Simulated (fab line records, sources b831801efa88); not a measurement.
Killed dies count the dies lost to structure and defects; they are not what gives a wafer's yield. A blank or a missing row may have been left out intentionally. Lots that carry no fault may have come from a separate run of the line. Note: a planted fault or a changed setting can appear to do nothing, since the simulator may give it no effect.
fab line records    flow gf180mcu
record lots=24  wafers=72  last-day=34
route steps=602 shown V1@351 M2@377 V2@384 M3@412
lots that met no fault: taken from a fault-free run of the same line
start-h: the number of hours between the record's first day and the start of the first shown wafer of the lot    wait-h: time in hours since the lot's previous step    " as in the row above    L1.1+2: a single row standing in for several wafers    - either no value or no given start    * or withheld: withheld    < > ~ a bound
route shown NAME@n: a module of which the file shows steps, and the number in the route of the first    usual: mean/standard deviation taken from wafers without a fault    same: alike in all rows    chamber/n: place in a boat    sites: readings site by site    _std_site: the standard deviation of these    _edge_site: inner sites' mean taken away from outer sites' mean    radius-mm: for every site, how far away it sits from the centre of the wafer    mask NAME#n: copy n    behind: the last tool/chamber to shape the wafer    hold: the reason the lot was held/the length of the hold in hours/how it ended    device: transistor that didn't switch, given as n, p or np    end of line: tests run on the same wafers once the route is complete    for a step that has no rows: nothing shown but its recipe    killed: at the first sort, the dies lost to defects and structure; wafer yield is something else    map: the dies of a wafer, with x for killed, . for not killed, _ for no die there
set.NAME: setting as actually run; set.NAME@STEP: the setting as run at that earlier step    model.NAME: the simulator's own value behind a step, which no gauge read
steps of the route over a sample of lots; a table a step, a row a wafer
services: when a tool's chamber went out of use (start-h, in hours from the record's first day, below 0 if earlier), for how many hours, and the reason
## steps
# step GF_V1_ETCH_16
# recipe chemistry=N2/H2  target-depth-a=withheld  overetch-a=withheld  time-s=withheld  target=BARC  ion-energy-ev=200  source-w=500  bias-w=100  pressure-mtorr=30  n2-flow-sccm=100  h2-flow-sccm=200
# usual drypump-motor-current-A=5.9/0.51  h2-flow-sccm=199.9/0.59  oes-product-au=0.855/0.0052  throttle-valve-pct=13.225/0.0089
lot.wafer  tool         chamber  start-h  wait-h  drypump-motor-current-A  h2-flow-sccm  oes-product-au  throttle-valve-pct
L074.2     rie-diel-04  2        404.09   0.0     6.6                      199.6         0.860           13.219
L074.3     "            1        "        "       5.3                      199.9         0.860           13.231
L074.6     "            2        "        "       6.6                      198.5         0.849           13.218
L075.1     rie-diel-01  3        426.02   0.0     5.7                      200.1         0.859           13.226
L075.4     "            1        "        "       6.0                      200.8         0.847           13.225
L075.5     "            2        "        "       5.5                      200.7         0.850           13.230
L076.1     rie-diel-02  3        427.44   0.0     5.4                      200.2         0.857           13.219
L076.2     "            1        "        "       6.3                      199.4         0.852           13.223
L076.5     "            3        "        "       5.4                      199.9         0.862           13.224
L077.1     rie-diel-01  1        448.76   0.0     6.0                      200.2         0.854           13.209
L077.2     "            2        "        "       5.5                      200.0         0.852           13.212
L077.3     "            3        "        "       5.7                      200.1         0.849           13.232
L078.2     rie-diel-04  1        453.18   0.0     5.3                      199.9         0.863           13.225
L078.3     "            0        "        "       4.9                      200.9         0.854           13.232
L078.4     "            3        "        "       6.4                      200.2         0.844           13.224
L079.1     rie-diel-04  1        476.24   0.0     5.3                      199.9         0.849           13.210
L079.3     "            3        "        "       6.4                      199.9         0.853           13.232
L079.6     "            3        "        "       6.4                      199.4         0.853           13.227
L080.1     rie-diel-01  1        477.32   0.0     6.0                      200.3         0.860           13.228
L080.2     "            0        "        "       6.1                      200.2         0.859           13.215
L080.6     "            2        "        "       5.5                      199.9         0.857           13.235
L081.3     rie-diel-02  1        481.22   0.0     6.3                      200.3         0.850           13.231
L081.4     "            0        "        "       6.3                      199.2         0.862           13.232
L081.5     "            2        "        "       6.3                      199.7         0.864           13.224
L082.1     rie-diel-02  3        485.74   0.0     5.4                      200.0         0.860           13.222
L082.2     "            0        "        "       6.3                      199.9         0.850           13.235
L082.5     "            2        "        "       6.2                      199.4         0.845           13.219
L083.3     rie-diel-04  0        491.71   0.0     4.9                      200.1         0.856           13.219
L083.4     "            3        "        "       6.4                      199.2         0.844           13.208
L083.5     "            2        "        "       6.6                      201.0         0.851           13.225
L084.2     rie-diel-04  3        495.47   0.0     6.4                      199.3         0.852           13.227
L084.5     "            3        "        "       6.4                      199.8         0.843           13.236
L084.6     "            0        "        "       4.9                      199.0         0.853           13.218
L085.2     rie-diel-01  1        509.64   0.0     6.0                      200.5         0.855           13.232
L085.5     "            3        "        "       5.8                      199.8         0.851           13.233
L085.6     "            0        "        "       6.1                      199.5         0.854           13.210
L086.3     rie-diel-02  2        519.81   0.0     6.3                      199.6         0.863           13.229
L086.4     "            1        "        "       6.3                      199.5         0.861           13.230
L086.5     "            1        "        "       6.3                      200.2         0.852           13.227
L087.1     rie-diel-02  2        526.46   0.0     6.2                      200.9         0.864           13.224
L087.2     "            0        "        "       6.3                      199.9         0.859           13.209
L087.4     "            3        "        "       5.4                      199.8         0.860           13.238
L088.2     rie-diel-01  3        533.76   0.0     5.7                      200.7         0.861           13.215
L088.3     "            1        "        "       6.0                      200.5         0.859           13.230
L088.5     "            3        "        "       5.7                      199.5         0.859           13.215
L089.1     rie-diel-04  3        542.52   0.0     6.4                      199.7         0.861           13.223
L089.2     "            2        "        "       6.6                      199.0         0.855           13.222
L089.4     "            0        "        "       4.9                      199.2         0.859           13.230
L090.1     rie-diel-01  0        551.27   0.0     6.1                      199.0         0.845           13.221
L090.5     "            0        "        "       6.2                      200.2         0.857           13.211
L090.6     "            3        "        "       5.7                      199.9         0.853           13.228
L091.1     rie-diel-04  0        556.59   0.0     4.9                      199.8         0.864           13.235
L091.4     "            3        "        "       6.4                      200.4         0.850           13.227
L091.6     "            1        "        "       5.3                      199.9         0.851           13.222
L092.2     rie-diel-02  0        562.59   0.0     6.3                      200.2         0.851           13.225
L092.5     "            3        "        "       5.5                      199.1         0.855           13.212
L092.6     "            0        "        "       6.3                      200.2         0.850           13.230
L093.1     rie-diel-01  3        573.04   0.0     5.7                      200.4         0.851           13.212
L093.3     "            0        "        "       6.1                      199.6         0.861           13.246
L093.4     "            2        "        "       5.6                      199.7         0.846           13.233
L094.2     rie-diel-01  1        582.47   0.0     6.0                      201.5         0.845           13.231
L094.3     "            3        "        "       5.7                      199.7         0.847           13.234
L094.5     "            3        "        "       5.7                      199.8         0.848           13.231
L095.2     rie-diel-02  2        588.54   0.0     6.3                      200.4         0.867           13.235
L095.3     "            1        "        "       6.3                      200.1         0.856           13.227
L095.5     "            0        "        "       6.3                      200.3         0.852           13.207
L096.3     rie-diel-04  3        593.36   0.0     6.4                      200.5         0.854           13.225
L096.4     "            1        "        "       5.3                      199.8         0.854           13.226
L096.6     "            0        "        "       4.9                      201.2         0.850           13.236
L097.2     rie-diel-04  1        605.32   0.0     5.3                      200.3         0.857           13.236
L097.3     "            2        "        "       6.6                      199.6         0.863           13.236
L097.4     "            3        "        "       6.4                      200.3         0.852           13.236
# step GF_V1_SPUTTER_22
# recipe material=TiN  target-thk-nm=10  chamber-pressure-pa=5  power-w=4000  time-s=40
# usual throttle-valve-pct=29.7/0.79
lot.wafer  tool            chamber  start-h  wait-h  throttle-valve-pct
L074.2     pvd-sputter-03  -        404.82   0.0     29.7
L074.3     "               -        "        "       29.3
L074.6     "               -        "        "       29.3
L075.1     pvd-sputter-01  -        426.74   0.0     29.6
L075.4     "               -        "        "       30.0
L075.5     "               -        "        "       30.6
L076.1     pvd-sputter-02  -        428.17   0.0     30.0
L076.2     "               -        "        "       28.9
L076.5     "               -        "        "       31.1
L077.1     pvd-sputter-01  -        449.49   0.0     29.5
L077.2     "               -        "        "       30.2
L077.3     "               -        "        "       30.7
L078.2     pvd-sputter-02  -        453.90   0.0     28.7
L078.3     "               -        "        "       29.8
L078.4     "               -        "        "       29.2
L079.1     pvd-sputter-02  -        476.97   0.0     31.0
L079.3     "               -        "        "       29.6
L079.6     "               -        "        "       29.3
L080.1     pvd-sputter-02  -        478.04   0.0     29.7
L080.2     "               -        "        "       30.9
L080.6     "               -        "        "       29.3
L081.3     pvd-sputter-03  -        481.94   0.0     29.8
L081.4     "               -        "        "       29.1
L081.5     "               -        "        "       29.8
L082.1     pvd-sputter-01  -        486.47   0.0     30.1
L082.2     "               -        "        "       29.6
L082.5     "               -        "        "       29.1
L083.3     pvd-sputter-02  -        492.43   0.0     29.3
L083.4     "               -        "        "       30.0
L083.5     "               -        "        "       29.5
L084.2     pvd-sputter-02  -        496.22   0.0     29.4
L084.5     "               -        "        "       29.8
L084.6     "               -        "        "       29.1
L085.2     pvd-sputter-01  -        510.43   0.0     29.0
L085.5     "               -        "        "       29.8
L085.6     "               -        "        "       29.2
L086.3     pvd-sputter-02  -        520.53   0.0     31.2
L086.4     "               -        "        "       29.0
L086.5     "               -        "        "       28.7
L087.1     pvd-sputter-02  -        527.24   0.0     28.7
L087.2     "               -        "        "       29.0
L087.4     "               -        "        "       28.6
L088.2     pvd-sputter-02  -        534.49   0.0     28.7
L088.3     "               -        "        "       29.2
L088.5     "               -        "        "       30.3
L089.1     pvd-sputter-01  -        543.25   0.0     29.3
L089.2     "               -        "        "       30.6
L089.4     "               -        "        "       29.9
L090.1     pvd-sputter-02  -        552.02   0.0     31.1
L090.5     "               -        "        "       29.0
L090.6     "               -        "        "       31.4
L091.1     pvd-sputter-03  -        557.42   0.0     29.9
L091.4     "               -        "        "       28.9
L091.6     "               -        "        "       29.0
L092.2     pvd-sputter-02  -        563.67   0.0     29.6
L092.5     "               -        "        "       31.1
L092.6     "               -        "        "       30.0
L093.1     pvd-sputter-02  -        573.77   0.0     29.4
L093.3     "               -        "        "       29.7
L093.4     "               -        "        "       28.6
L094.2     pvd-sputter-02  -        583.53   0.0     29.3
L094.3     "               -        "        "       29.8
L094.5     "               -        "        "       28.6
L095.2     pvd-sputter-01  -        589.33   0.0     30.1
L095.3     "               -        "        "       29.0
L095.5     "               -        "        "       29.0
L096.3     pvd-sputter-03  -        595.11   0.0     29.9
L096.4     "               -        "        "       29.1
L096.6     "               -        "        "       29.2
L097.2     pvd-sputter-01  -        606.05   0.0     29.7
L097.3     "               -        "        "       30.7
L097.4     "               -        "        "       30.2
# step GF_M2_OVL_MEAS_15
# usual M2_OVL=-3/6.2
lot.wafer  tool        chamber  start-h  wait-h  M2_OVL[nm]
L074.2     overlay-01  -        429.08   0.1     -3
L074.3     "           -        "        "       -2
L074.6     "           -        "        "       -5
L075.1     overlay-02  -        451.63   0.1     3
L075.4     "           -        "        "       -3
L075.5     "           -        "        "       -5
L076.1     overlay-02  -        453.38   0.1     8
L076.2     "           -        "        "       0
L076.5     "           -        "        "       10
L077.1     overlay-01  -        474.22   0.1     -8
L077.2     "           -        "        "       -9
L077.3     "           -        "        "       -10
L078.2     overlay-02  -        479.54   0.1     0
L078.3     "           -        "        "       -1
L078.4     "           -        "        "       1
L079.1     overlay-02  -        502.03   0.1     -12
L079.3     "           -        "        "       -15
L079.6     "           -        "        "       -5
L080.1     overlay-01  -        502.98   0.1     3
L080.2     "           -        "        "       0
L080.6     "           -        "        "       2
L081.3     overlay-02  -        506.18   0.1     4
L081.4     "           -        "        "       4
L081.5     "           -        "        "       8
L082.1     overlay-01  -        511.23   0.1     -8
L082.2     "           -        "        "       -7
L082.5     "           -        "        "       -4
L083.3     overlay-01  -        516.78   0.1     -1
L083.4     "           -        "        "       -6
L083.5     "           -        "        "       2
L084.2     overlay-01  -        520.99   0.1     -15
L084.5     "           -        "        "       -12
L084.6     "           -        "        "       -13
L085.2     overlay-01  -        534.98   0.1     0
L085.5     "           -        "        "       -6
L085.6     "           -        "        "       -8
L086.3     overlay-01  -        544.14   0.1     -10
L086.4     "           -        "        "       -4
L086.5     "           -        "        "       -14
L087.1     overlay-02  -        550.88   0.1     2
L087.2     "           -        "        "       3
L087.4     "           -        "        "       0
L088.2     overlay-02  -        557.42   0.1     5
L088.3     "           -        "        "       7
L088.5     "           -        "        "       5
L089.1     overlay-01  -        566.48   0.1     0
L089.2     "           -        "        "       1
L089.4     "           -        "        "       -3
L090.1     overlay-01  -        575.07   0.1     -8
L090.5     "           -        "        "       -10
L090.6     "           -        "        "       -9
L091.1     overlay-02  -        580.32   0.1     0
L091.4     "           -        "        "       -7
L091.6     "           -        "        "       0
L092.2     overlay-01  -        586.29   0.1     -4
L092.5     "           -        "        "       -9
L092.6     "           -        "        "       -10
L093.1     overlay-01  -        595.63   0.1     -11
L093.3     "           -        "        "       -14
L093.4     "           -        "        "       -2
L094.2     overlay-01  -        605.42   0.1     -3
L094.3     "           -        "        "       -3
L094.5     "           -        "        "       0
L095.2     overlay-01  -        611.03   0.1     -4
L095.3     "           -        "        "       -2
L095.5     "           -        "        "       -2
L096.3     overlay-02  -        616.49   0.1     -3
L096.4     "           -        "        "       1
L096.6     "           -        "        "       -4
L097.2     overlay-02  -        628.74   0.1     1
L097.3     "           -        "        "       -2
L097.4     "           -        "        "       3
# step GF_V2_CVD_02
# recipe material=SiO2  target-thk-nm=850  precursor=TEOS  temp-c=400  time-s=94.851  rf-w=600
# usual heater-power-w=707/120
lot.wafer  tool      chamber  start-h  wait-h  heater-power-w
L074.2     pecvd-03  2        429.90   0.0     752
L074.3     "         1        "        "       700
L074.6     "         2        "        "       581
L075.1     pecvd-03  0        452.55   0.1     621
L075.4     "         1        "        "       765
L075.5     "         0        "        "       674
L076.1     pecvd-02  0        454.34   0.1     901
L076.2     "         1        "        "       613
L076.5     "         2        "        "       441
L077.1     pecvd-01  2        475.03   0.1     780
L077.2     "         0        "        "       768
L077.3     "         1        "        "       844
L078.2     pecvd-03  2        480.35   0.0     760
L078.3     "         1        "        "       792
L078.4     "         2        "        "       591
L079.1     pecvd-01  0        502.86   0.1     825
L079.3     "         2        "        "       718
L079.6     "         0        "        "       864
L080.1     pecvd-03  0        503.91   0.1     617
L080.2     "         2        "        "       722
L080.6     "         0        "        "       640
L081.3     pecvd-02  0        507.03   0.0     862
L081.4     "         2        "        "       546
L081.5     "         0        "        "       908
L082.1     pecvd-01  2        512.14   0.1     813
L082.2     "         0        "        "       786
L082.5     "         0        "        "       835
L083.3     pecvd-03  0        517.65   0.0     585
L083.4     "         0        "        "       632
L083.5     "         1        "        "       649
L084.2     pecvd-02  1        521.86   0.0     628
L084.5     "         2        "        "       440
L084.6     "         0        "        "       748
L085.2     pecvd-01  1        535.82   0.0     782
L085.5     "         0        "        "       823
L085.6     "         1        "        "       808
L086.3     pecvd-01  1        544.95   0.0     829
L086.4     "         1        "        "       837
L086.5     "         2        "        "       751
L087.1     pecvd-03  2        551.73   0.1     721
L087.2     "         0        "        "       552
L087.4     "         0        "        "       612
L088.2     pecvd-02  1        558.27   0.0     648
L088.3     "         0        "        "       858
L088.5     "         0        "        "       882
L089.1     pecvd-03  2        567.30   0.1     619
L089.2     "         1        "        "       692
L089.4     "         1        "        "       754
L090.1     pecvd-02  2        575.88   0.1     558
L090.5     "         0        "        "       822
L090.6     "         1        "        "       504
L091.1     pecvd-03  0        581.13   0.1     573
L091.4     "         1        "        "       806
L091.6     "         2        "        "       644
L092.2     pecvd-01  2        587.22   0.0     797
L092.5     "         1        "        "       807
L092.6     "         2        "        "       818
L093.1     pecvd-01  0        597.49   0.1     740
L093.3     "         2        "        "       785
L093.4     "         0        "        "       809
L094.2     pecvd-02  0        606.23   0.0     831
L094.3     "         2        "        "       581
L094.5     "         0        "        "       891
L095.2     pecvd-01  0        611.83   0.0     836
L095.3     "         0        "        "       856
L095.5     "         2        "        "       664
L096.3     pecvd-01  0        617.42   0.1     856
L096.4     "         2        "        "       774
L096.6     "         2        "        "       804
L097.2     pecvd-03  0        629.64   0.0     536
L097.3     "         2        "        "       698
L097.4     "         2        "        "       742
# step GF_V2_ETCH_16
# recipe chemistry=N2/H2  target-depth-a=withheld  overetch-a=withheld  time-s=withheld  target=BARC  ion-energy-ev=200  source-w=500  bias-w=100  pressure-mtorr=30  n2-flow-sccm=100  h2-flow-sccm=200
# usual drypump-motor-current-A=5.5/0.7  h2-flow-sccm=200.0/0.62  oes-product-au=0.854/0.0045  throttle-valve-pct=13.226/0.01
lot.wafer  tool         chamber  start-h  wait-h  drypump-motor-current-A  h2-flow-sccm  oes-product-au  throttle-valve-pct
L074.2     rie-diel-02  1        455.78   0.0     6.3                      199.8         0.857           13.229
L074.3     "            0        "        "       6.3                      199.6         0.856           13.226
L074.6     "            1        "        "       6.3                      199.6         0.848           13.211
L075.1     rie-diel-04  0        477.54   0.0     4.9                      200.7         0.846           13.231
L075.4     "            3        "        "       6.4                      200.6         0.857           13.224
L075.5     "            3        "        "       6.4                      200.5         0.849           13.229
L076.1     rie-diel-04  3        479.49   0.0     6.3                      199.5         0.852           13.234
L076.2     "            0        "        "       4.9                      200.3         0.855           13.228
L076.5     "            0        "        "       4.9                      200.3         0.857           13.212
L077.1     rie-diel-04  0        499.79   0.0     4.9                      200.4         0.855           13.225
L077.2     "            3        "        "       6.4                      199.4         0.851           13.242
L077.3     "            1        "        "       5.3                      199.9         0.851           13.215
L078.2     rie-diel-03  3        504.72   0.0     4.7                      200.0         0.857           13.229
L078.3     "            2        "        "       5.3                      200.6         0.849           13.231
L078.4     "            3        "        "       4.7                      199.1         0.850           13.222
L079.1     rie-diel-04  3        527.29   0.0     6.3                      200.6         0.857           13.211
L079.3     "            0        "        "       4.9                      199.4         0.853           13.225
L079.6     "            2        "        "       6.6                      199.5         0.866           13.223
L080.1     rie-diel-03  1        527.65   0.0     5.5                      199.8         0.847           13.246
L080.2     "            3        "        "       4.7                      200.4         0.859           13.228
L080.6     "            1        "        "       5.4                      199.9         0.856           13.220
L081.3     rie-diel-04  3        530.77   0.0     6.4                      199.9         0.852           13.233
L081.4     "            2        "        "       6.6                      199.4         0.859           13.219
L081.5     "            3        "        "       6.4                      200.7         0.856           13.232
L082.1     rie-diel-04  3        536.20   0.0     6.4                      199.6         0.851           13.223
L082.2     "            2        "        "       6.6                      199.7         0.853           13.234
L082.5     "            0        "        "       4.9                      199.9         0.850           13.221
L083.3     rie-diel-03  1        541.82   0.0     5.5                      200.4         0.849           13.248
L083.4     "            3        "        "       4.7                      198.9         0.857           13.236
L083.5     "            1        "        "       5.4                      199.6         0.851           13.218
L084.2     rie-diel-03  0        545.12   0.0     4.7                      199.6         0.862           13.225
L084.5     "            3        "        "       4.7                      200.6         0.860           13.213
L084.6     "            2        "        "       5.3                      200.3         0.866           13.235
L085.2     rie-diel-04  0        558.82   0.0     4.9                      199.4         0.856           13.241
L085.5     "            1        "        "       5.3                      199.8         0.862           13.217
L085.6     "            0        "        "       4.9                      200.4         0.859           13.238
L086.3     rie-diel-03  1        567.77   0.0     5.4                      201.1         0.852           13.219
L086.4     "            2        "        "       5.3                      201.0         0.854           13.222
L086.5     "            1        "        "       5.4                      200.4         0.850           13.226
L087.1     rie-diel-04  2        574.85   0.0     6.6                      200.3         0.864           13.209
L087.2     "            3        "        "       6.4                      200.1         0.854           13.218
L087.4     "            0        "        "       4.9                      200.2         0.855           13.222
L088.2     rie-diel-03  3        580.87   0.0     4.7                      200.1         0.854           13.231
L088.3     "            0        "        "       4.7                      198.7         0.856           13.223
L088.5     "            3        "        "       4.7                      200.5         0.861           13.224
L089.1     rie-diel-04  2        589.80   0.0     6.6                      200.3         0.861           13.226
L089.2     "            3        "        "       6.4                      200.6         0.857           13.234
L089.4     "            1        "        "       5.3                      199.7         0.849           13.237
L090.1     rie-diel-04  3        598.55   0.0     6.4                      199.7         0.856           13.238
L090.5     "            3        "        "       6.3                      200.6         0.843           13.225
L090.6     "            0        "        "       4.9                      199.7         0.861           13.226
L091.1     rie-diel-03  2        602.87   0.0     5.3                      199.6         0.860           13.224
L091.4     "            3        "        "       4.7                      200.5         0.850           13.233
L091.6     "            0        "        "       4.7                      199.8         0.852           13.241
L092.2     rie-diel-04  2        609.27   0.0     6.6                      200.3         0.854           13.229
L092.5     "            0        "        "       4.9                      201.0         0.855           13.220
L092.6     "            3        "        "       6.4                      199.5         0.853           13.240
L093.1     rie-diel-02  0        618.49   0.0     6.3                      199.1         0.856           13.222
L093.3     "            2        "        "       6.3                      198.8         0.850           13.235
L093.4     "            3        "        "       5.4                      200.5         0.858           13.218
L094.2     rie-diel-03  1        627.72   0.0     5.4                      198.9         0.853           13.232
L094.3     "            0        "        "       4.8                      199.5         0.858           13.206
L094.5     "            0        "        "       4.7                      199.3         0.847           13.233
L095.2     rie-diel-04  0        633.34   0.0     4.9                      200.4         0.855           13.221
L095.3     "            2        "        "       6.6                      200.1         0.855           13.227
L095.5     "            0        "        "       4.9                      199.0         0.850           13.242
L096.3     rie-diel-03  2        638.20   0.0     5.3                      200.9         0.858           13.207
L096.4     "            3        "        "       4.7                      201.0         0.854           13.216
L096.6     "            3        "        "       4.7                      201.4         0.851           13.231
L097.2     rie-diel-02  0        649.64   0.0     6.3                      199.6         0.854           13.234
L097.3     "            2        "        "       6.3                      200.4         0.851           13.241
L097.4     "            3        "        "       5.5                      199.7         0.858           13.216
# step GF_M3_SPUTTER_03
# recipe material=Ti  target-thk-nm=10  substrate-temp-c=300  chamber-pressure-pa=0.3  power-w=3000  time-s=6.7
# usual throttle-valve-pct=30.0/0.8
lot.wafer  tool            chamber  start-h  wait-h  throttle-valve-pct
L074.2     pvd-sputter-01  -        457.29   0.0     29.7
L074.3     "               -        "        "       30.1
L074.6     "               -        "        "       29.6
L075.1     pvd-sputter-01  -        479.12   0.0     29.1
L075.4     "               -        "        "       29.8
L075.5     "               -        "        "       30.9
L076.1     pvd-sputter-04  -        481.13   0.0     30.7
L076.2     "               -        "        "       30.9
L076.5     "               -        "        "       28.9
L077.1     pvd-sputter-01  -        501.31   0.0     29.6
L077.2     "               -        "        "       30.6
L077.3     "               -        "        "       29.9
L078.2     pvd-sputter-04  -        506.27   0.0     31.1
L078.3     "               -        "        "       30.1
L078.4     "               -        "        "       31.0
L079.1     pvd-sputter-02  -        529.00   0.0     28.9
L079.3     "               -        "        "       31.3
L079.6     "               -        "        "       29.9
L080.1     pvd-sputter-01  -        529.30   0.0     29.7
L080.2     "               -        "        "       30.6
L080.6     "               -        "        "       30.2
L081.3     pvd-sputter-04  -        532.46   0.0     31.0
L081.4     "               -        "        "       28.9
L081.5     "               -        "        "       30.8
L082.1     pvd-sputter-02  -        537.76   0.0     29.0
L082.2     "               -        "        "       28.6
L082.5     "               -        "        "       29.2
L083.3     pvd-sputter-04  -        543.37   0.0     30.9
L083.4     "               -        "        "       31.0
L083.5     "               -        "        "       28.9
L084.2     pvd-sputter-02  -        546.67   0.0     29.2
L084.5     "               -        "        "       28.6
L084.6     "               -        "        "       31.0
L085.2     pvd-sputter-01  -        560.68   0.0     29.1
L085.5     "               -        "        "       29.8
L085.6     "               -        "        "       29.3
L086.3     pvd-sputter-02  -        569.28   0.0     29.2
L086.4     "               -        "        "       28.8
L086.5     "               -        "        "       29.0
L087.1     pvd-sputter-02  -        576.46   0.0     28.7
L087.2     "               -        "        "       31.5
L087.4     "               -        "        "       30.0
L088.2     pvd-sputter-04  -        582.73   0.0     31.2
L088.3     "               -        "        "       28.8
L088.5     "               -        "        "       31.2
L089.1     pvd-sputter-01  -        591.42   0.0     30.4
L089.2     "               -        "        "       30.2
L089.4     "               -        "        "       29.6
L090.1     pvd-sputter-02  -        600.09   0.0     28.8
L090.5     "               -        "        "       29.7
L090.6     "               -        "        "       29.2
L091.1     pvd-sputter-02  -        604.41   0.0     29.6
L091.4     "               -        "        "       31.1
L091.6     "               -        "        "       29.3
L092.2     pvd-sputter-04  -        610.91   0.0     30.3
L092.5     "               -        "        "       30.5
L092.6     "               -        "        "       28.8
L093.1     pvd-sputter-01  -        620.10   0.0     30.0
L093.3     "               -        "        "       29.5
L093.4     "               -        "        "       30.8
L094.2     pvd-sputter-01  -        629.25   0.0     30.2
L094.3     "               -        "        "       29.7
L094.5     "               -        "        "       30.1
L095.2     pvd-sputter-01  -        635.20   0.0     30.4
L095.3     "               -        "        "       29.7
L095.5     "               -        "        "       30.2
L096.3     pvd-sputter-01  -        639.78   0.0     30.2
L096.4     "               -        "        "       30.6
L096.6     "               -        "        "       30.4
L097.2     pvd-sputter-02  -        651.27   0.0     30.0
L097.3     "               -        "        "       28.8
L097.4     "               -        "        "       31.1
## services
tool            chamber  start-h  hours  kind
pvd-sputter-04  -        385.54   6.6    repair
rie-diel-04     -        390.06   0.6    repair
rie-diel-04     1        390.47   1.4    repair
rie-diel-02     2        396.95   7.3    repair
pecvd-01        -        401.37   4.3    pm
rie-diel-04     2        406.13   9.2    repair
pvd-sputter-04  -        415.50   3.3    repair
pecvd-01        -        422.98   2.7    repair
rie-diel-03     0        430.91   8.2    repair
rie-diel-01     -        432.02   4.3    pm
rie-diel-04     2        500.08   15.3   repair
pecvd-01        0        513.45   6.1    repair
pvd-sputter-04  -        526.63   2.8    repair
rie-diel-01     0        531.24   6.4    repair
rie-diel-02     0        534.27   4.5    repair
rie-diel-01     0        541.61   8.6    repair
rie-diel-01     3        553.27   5.4    repair
pecvd-01        2        555.50   6.0    repair
rie-diel-03     -        570.87   4.0    pm
rie-diel-02     0        573.08   6.1    repair
rie-diel-03     -        592.00   2.8    pm
pecvd-01        1        594.35   26.5   repair
pecvd-01        -        633.16   3.1    repair
pecvd-01        -        645.74   0.8    pm
## key
fault none
